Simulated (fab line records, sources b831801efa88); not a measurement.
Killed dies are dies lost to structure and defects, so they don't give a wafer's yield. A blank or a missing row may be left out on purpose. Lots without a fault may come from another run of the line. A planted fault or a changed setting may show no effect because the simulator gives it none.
fab line records | flow sky130
record lots=7 wafers=21 last_day=50
route steps=708 shown METAL1@441
lots that met no fault: from a run of the same line without faults
start_h: hours from the record's first day to the start of the lot's first wafer shown | wait_h: hours since the lot's step before | " the same as in the row above | L1.1+2: a row that stands for several wafers | - no value, or no start given | * or withheld: withheld | < > ~ a bound
route shown NAME@n: a module of which the file shows steps, and the number in the route of the first | usual: mean/standard deviation of fault-free wafers | same: alike in all rows | chamber/n: place in a boat | sites: the reading at each site | _std_site: their standard deviation | _edge_site: outer sites' mean less inner sites' | radius_mm: how far each site lies from the wafer's centre | mask NAME#n: copy n | behind: the tool/chamber that last shaped the wafer | hold: why the lot was held/for how many hours/how that ended | device: the transistor (n, p or np) that didn't switch | end of line: the same wafers' tests at the end of the route | a step without rows: its recipe alone | killed: dies lost to structure and defects at the first sort, not the wafer's yield | map: a wafer's dies, x killed, . not, _ none there
set.NAME: the setting as run; set.NAME@STEP: as run at that earlier step | model.NAME: the simulator's own value behind a step, which no gauge read
lots at some steps of the route; a table a step, a row a wafer
services: from which hour (start_h, from the record's first day; less than 0 if before it) a tool's chamber was out of use, for how many hours, and why
## steps
# step SKY_METAL1_DEHYDRATE_07
# recipe temp_c=200 time_s=60
# step SKY_METAL1_HMDS_08
# recipe prime_time_s=60 prime_temp_c=120
# step SKY_METAL1_COAT_09
# recipe resist=BARC temp_c=withheld time_s=withheld spin_rpm=3000 resist_thk_nm=60
# step SKY_METAL1_COAT_10
# recipe resist=KrF-thick spin_rpm=3000 resist_thk_nm=450
# step SKY_METAL1_SOFTBAKE_11
# recipe temp_c=100 time_s=90 resist=KrF-thick
# step SKY_METAL1_EXPOSE_12
# recipe mask_id=MM1 na=0.8 source_shape=annular sigma_inner=0.55 sigma_outer=0.85 target_cd_nm=140 dose_mj=28
# step SKY_METAL1_PEB_13
# recipe peb_temp_c=withheld peb_time_s=withheld resist=KrF-thick
# step SKY_METAL1_DEVELOP_14
# recipe develop_time_s=60 resist=KrF-thick dev_temp_c=21
# step SKY_METAL1_CD_MEAS_15
# recipe target_cd_nm=140
# usual cd_nm=139.8/1.7
# columns lot.wafer tool chamber start_h wait_h cd_nm
L680.1 cd_sem-02 - 774.10 - 139.7
L680.2 " - " " 140.7
L680.6 " - " " 139.4
L681.1 cd_sem-01 - 780.40 - 140.1
L681.3 " - " " 140.3
L681.4 " - " " 140.4
L690.3 cd_sem-01 - 851.12 - 140.4
L690.4 " - " " 140.1
L690.5 " - " " 138.5
L691.1 cd_sem-01 - 855.43 - 140.0
L691.3 " - " " 139.4
L691.6 " - " " 139.3
L692.2 cd_sem-01 - 860.26 - 138.7
L692.5 " - " " 139.6
L692.6 " - " " 140.3
L699.2 cd_sem-01 - 917.74 - 139.8
L699.4 " - " " 139.8
L699.5 " - " " 139.3
L700.2 cd_sem-02 - 918.80 - 137.9
L700.3 " - " " 137.2
L700.6 " - " " 138.7
# step SKY_METAL1_OVL_MEAS_16
# usual METAL1_OVL=0/6.4
# columns lot.wafer tool chamber start_h wait_h METAL1_OVL[nm]
L680.1 overlay-01 - 774.22 0.1 -4
L680.2 " - " " -11
L680.6 " - " " -6
L681.1 overlay-02 - 780.52 0.1 5
L681.3 " - " " 2
L681.4 " - " " 4
L690.3 overlay-01 - 851.21 0.1 -5
L690.4 " - " " 0
L690.5 " - " " -9
L691.1 overlay-02 - 855.55 0.1 10
L691.3 " - " " 7
L691.6 " - " " 2
L692.2 overlay-02 - 860.37 0.1 3
L692.5 " - " " 12
L692.6 " - " " -1
L699.2 overlay-01 - 917.84 0.1 -8
L699.4 " - " " -9
L699.5 " - " " -12
L700.2 overlay-02 - 918.91 0.1 -5
L700.3 " - " " -6
L700.6 " - " " -6
# step SKY_METAL1_DESCUM_17
# recipe chemistry=O2 source_power_w=150 bias_power_w=0 pressure_mtorr=10 temp_c=40 time_s=8
# usual drypump_motor_current_A=5.8/0.66 oes_product_au=1.007/0.0098
# columns lot.wafer tool chamber start_h wait_h drypump_motor_current_A oes_product_au rf_hours_counter_h
L680.1 rie_metal-01 0 774.25 0.0 5.2 1.014 1
L680.2 " 1 " " 6.2 0.989 7
L680.6 " 1 " " 6.2 1.002 -
L681.1 rie_metal-04 0 780.55 0.0 5.4 1.006 13
L681.3 " 0 " " 5.4 1.004 -
L681.4 " 1 " " 5.1 1.001 -
L690.3 rie_metal-01 1 851.25 0.0 6.2 1.008 -
L690.4 " 0 " " 5.2 1.034 -
L690.5 " 0 " " 5.2 1.026 -
L691.1 rie_metal-01 1 855.59 0.0 6.2 0.996 10
L691.3 " 1 " " 6.2 1.006 -
L691.6 " 0 " " 5.2 1.034 -
L692.2 rie_metal-04 1 860.40 0.0 5.1 0.995 6
L692.5 " 0 " " 5.4 0.994 -
L692.6 " 1 " " 5.1 0.996 -
L699.2 rie_metal-04 1 917.87 0.0 5.1 1.007 9
L699.4 " 0 " " 5.4 0.994 -
L699.5 " 1 " " 5.1 0.997 -
L700.2 rie_metal-02 1 918.94 0.0 5.3 1.016 2
L700.3 " 1 " " 5.3 1.016 -
L700.6 " 0 " " 6.7 1.001 -
# step SKY_METAL1_ETCH_18
# recipe chemistry=N2/H2 target=BARC ion_energy_ev=200 bias_w=100 pressure_mtorr=30 n2_flow_sccm=100 h2_flow_sccm=200 icp_w=500 stop_on=SiO2 time_s=45.9 target_depth_a=600
# usual bias_w=99.98/0.3 chamber_pressure_mTorr=29.998/0.028 drypump_motor_current_A=5.8/0.66 oes_product_au=0.855/0.0046 throttle_valve_pct=13.224/0.0082
# columns lot.wafer tool chamber start_h wait_h bias_w chamber_pressure_mTorr drypump_motor_current_A oes_product_au rf_hours_counter_h throttle_valve_pct
L680.1 rie_metal-01 0 774.28 0.0 99.80 29.963 5.2 0.853 1 13.232
L680.2 " 1 " " 99.66 30.045 6.2 0.850 7 13.233
L680.6 " 1 " " 99.96 29.985 6.2 0.850 - 13.218
L681.1 rie_metal-04 0 780.58 0.0 100.10 29.987 5.4 0.866 13 13.234
L681.3 " 0 " " 99.56 30.022 5.4 0.854 - 13.228
L681.4 " 1 " " 99.92 29.997 5.1 0.861 - 13.225
L690.3 rie_metal-01 1 851.29 0.0 100.09 29.956 6.3 0.857 - 13.209
L690.4 " 0 " " 99.81 29.994 5.2 0.861 - 13.222
L690.5 " 0 " " 99.38 29.990 5.2 0.853 - 13.216
L691.1 rie_metal-01 1 855.62 0.0 99.82 30.033 6.2 0.846 10 13.232
L691.3 " 1 " " 100.12 29.981 6.3 0.855 - 13.218
L691.6 " 0 " " 99.82 30.001 5.2 0.860 - 13.219
L692.2 rie_metal-04 1 860.43 0.0 99.86 30.023 5.1 0.859 6 13.234
L692.5 " 0 " " 100.07 30.000 5.4 0.850 - 13.219
L692.6 " 1 " " 99.70 30.015 5.1 0.849 - 13.212
L699.2 rie_metal-04 1 917.90 0.0 99.98 29.978 5.1 0.853 9 13.239
L699.4 " 0 " " 100.02 29.998 5.4 0.858 - 13.229
L699.5 " 1 " " 99.87 30.031 5.1 0.850 - 13.227
L700.2 rie_metal-02 1 918.97 0.0 100.20 30.009 5.3 0.854 2 13.226
L700.3 " 1 " " 100.15 29.981 5.3 0.853 - 13.228
L700.6 " 0 " " 100.15 29.960 6.8 0.857 - 13.230
# step SKY_METAL1_METAL_ETCH_19
# recipe target_depth_a=3600 stop_on=SiO2 over_etch_frac=0.3 time_s=78 chemistry=Cl2/BCl3 resist_sidewall_deg=88 pressure_mtorr=10 icp_w=900 bias_w=48.5 Cl2_flow_sccm=60 bcl3_flow_sccm=30
# usual bcl3_flow_sccm=29.99/0.084 bias_w=48.48/0.16 drypump_motor_current_A=5.8/0.66 mfc_cl2_sccm=60.01/0.2 oes_product_au=0.852/0.0062 throttle_valve_pct=22.263/0.01
# columns lot.wafer tool chamber start_h wait_h bcl3_flow_sccm bias_w drypump_motor_current_A mfc_cl2_sccm oes_product_au rf_hours_counter_h throttle_valve_pct model.KrF-thick_of_METAL1_COAT_10.thk_nm model.SiO2_of_CONTACT_HDPCVD_02.thk_nm
L680.1 rie_metal-01 0 774.35 0.0 30.25 48.73 5.2 59.94 0.849 1 22.253 147.4 324.9
L680.2 " 1 " " 30.12 48.29 6.2 60.30 0.849 7 22.270 155.9 325.2
L680.6 " 1 " " 30.02 48.25 6.3 60.11 0.862 - 22.258 155.4 326
L681.1 rie_metal-04 0 780.65 0.0 30.03 48.55 5.4 59.57 0.862 13 22.263 157.2 326.1
L681.3 " 0 " " 30.00 48.66 5.4 59.41 0.846 - 22.257 161.9 326.6
L681.4 " 1 " " 29.94 48.70 5.1 60.15 0.849 - 22.255 162.2 325.8
L690.3 rie_metal-01 1 851.36 0.1 - - - - - - - 392.8 337.4
L690.4 " 0 " " - - - - - - - 391.6 335.5
L690.5 " 0 " " - - - - - - - 389.7 336.9
L691.1 rie_metal-01 1 855.68 0.0 - - - - - - - 394.6 337.5
L691.3 " 1 " " - - - - - - - 393.6 337.9
L691.6 " 0 " " - - - - - - - 393.4 337.2
L692.2 rie_metal-04 1 860.49 0.0 - - - - - - - 391.3 335.9
L692.5 " 0 " " - - - - - - - 391 335.9
L692.6 " 1 " " - - - - - - - 393.6 336.5
L699.2 rie_metal-04 1 917.97 0.0 29.98 48.59 5.1 60.13 0.848 9 22.272 158.3 326.3
L699.4 " 0 " " 30.07 48.18 5.4 59.88 0.849 - 22.265 158.2 324.2
L699.5 " 1 " " 30.04 48.69 5.1 60.00 0.855 - 22.274 156.6 325.9
L700.2 rie_metal-02 1 919.03 0.0 29.91 48.39 5.3 59.85 0.852 2 22.262 152 324.9
L700.3 " 1 " " 29.86 48.67 5.3 60.11 0.852 - 22.269 153.7 326.7
L700.6 " 0 " " 30.04 48.60 6.7 59.94 0.858 - 22.266 153.3 326.9
# step SKY_METAL1_STRIP_20
# recipe chemistry=O2/N2 power_w=1400 pressure_mtorr=1500 platen_temp_c=withheld o2_flow_sccm=3000 n2_flow_sccm=300 overash_fraction=0.5
# usual drypump_motor_current_A=6.1/0.38 oes_product_au=0.342/0.0052 strip_time_to_endpoint_s=2.67/0.049
# columns lot.wafer tool chamber start_h wait_h drypump_motor_current_A oes_product_au rf_hours_counter_h strip_time_to_endpoint_s
L680.1 plasma_asher-03 0 774.44 0.1 5.7 0.339 37 2.56
L680.2 " 1 " " 6.8 0.349 37 2.67
L680.6 " 1 " " 6.8 0.344 - 2.65
L681.1 plasma_asher-01 0 780.74 0.1 5.5 0.338 3 2.65
L681.3 " 0 " " 5.5 0.345 - 2.72
L681.4 " 1 " " 6.2 0.352 - 2.71
L690.3 plasma_asher-02 1 851.46 0.1 6.2 0.446 - 5.22
L690.4 " 0 " " 6.3 0.448 - 5.16
L690.5 " 1 " " 6.2 0.438 - 5.17
L691.1 plasma_asher-02 0 855.77 0.1 6.3 0.443 103 5.22
L691.3 " 0 " " 6.3 0.444 - 5.21
L691.6 " 1 " " 6.2 0.448 - 5.20
L692.2 plasma_asher-01 0 860.58 0.1 5.5 0.448 12 5.19
L692.5 " 1 " " 6.3 0.439 - 5.19
L692.6 " 0 " " 5.5 0.450 - 5.20
L699.2 plasma_asher-02 0 918.06 0.1 6.3 0.341 110 2.69
L699.4 " 1 " " 6.2 0.338 - 2.69
L699.5 " 1 " " 6.2 0.350 - 2.67
L700.2 plasma_asher-01 1 919.12 0.1 6.3 0.341 18 2.63
L700.3 " 0 " " 5.4 0.336 - 2.64
L700.6 " 0 " " 5.4 0.333 - 2.64
# step SKY_METAL1_STRIP_21
# recipe chemistry=post_etch_residue_remover time_s=1200 temp_c=72.5
## services
# columns tool chamber start_h hours kind
rie_metal-02 - 764.10 2.8 pm
plasma_asher-01 - 769.37 1.4 repair
plasma_asher-03 - 792.98 1.7 repair
rie_metal-02 1 821.47 - clean
rie_metal-02 1 821.47 23.0 scheduled_down
rie_metal-02 1 821.47 23.0 vent_cycle
plasma_asher-01 - 822.76 0.4 repair
rie_metal-01 1 858.48 9.9 repair
plasma_asher-03 - 860.50 2.3 repair
rie_metal-02 1 868.53 20.7 repair
rie_metal-04 0 880.94 - clean
rie_metal-04 0 880.94 17.4 scheduled_down
rie_metal-04 0 880.94 17.4 vent_cycle
rie_metal-04 - 887.60 1.5 repair
## key
first_sign step=SKY_METAL1_METAL_ETCH_19 reading=tool_record direction=missing
effect step=SKY_METAL1_STRIP_20 reading=strip_time_to_endpoint_s direction=up sigmas=51 usual=* struck=*
model_effect step=SKY_METAL1_METAL_ETCH_19 value=KrF-thick_of_METAL1_COAT_10.thk_nm without=155.5 struck=392.4
met_at SKY_METAL1_METAL_ETCH_19
struck_wafers L690.3,L690.4,L690.5,L691.1,L691.3,L691.6,L692.2,L692.5,L692.6
later_rows_left_out L690.3,L690.4,L690.5,L691.1,L691.3,L691.6,L692.2,L692.5,L692.6
sort_left_out L690.3,L690.4,L690.5,L691.1,L691.3,L691.6,L692.2,L692.5,L692.6
onset_between 780.65 851.36
fault kind=skipped_step_whole tool=rie_metal-01,rie_metal-04 chamber=- onset_h=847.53 steps=SKY_METAL1_METAL_ETCH_19 scope=struck_lots_only
# sort_left_out: the simulated sort isn't trusted on such a fault, so these wafers' sort isn't shown, and their yield isn't known
# later_rows_left_out: the simulator's readings of these wafers behind a module that went badly wrong aren't trusted and aren't shown, but for the sort
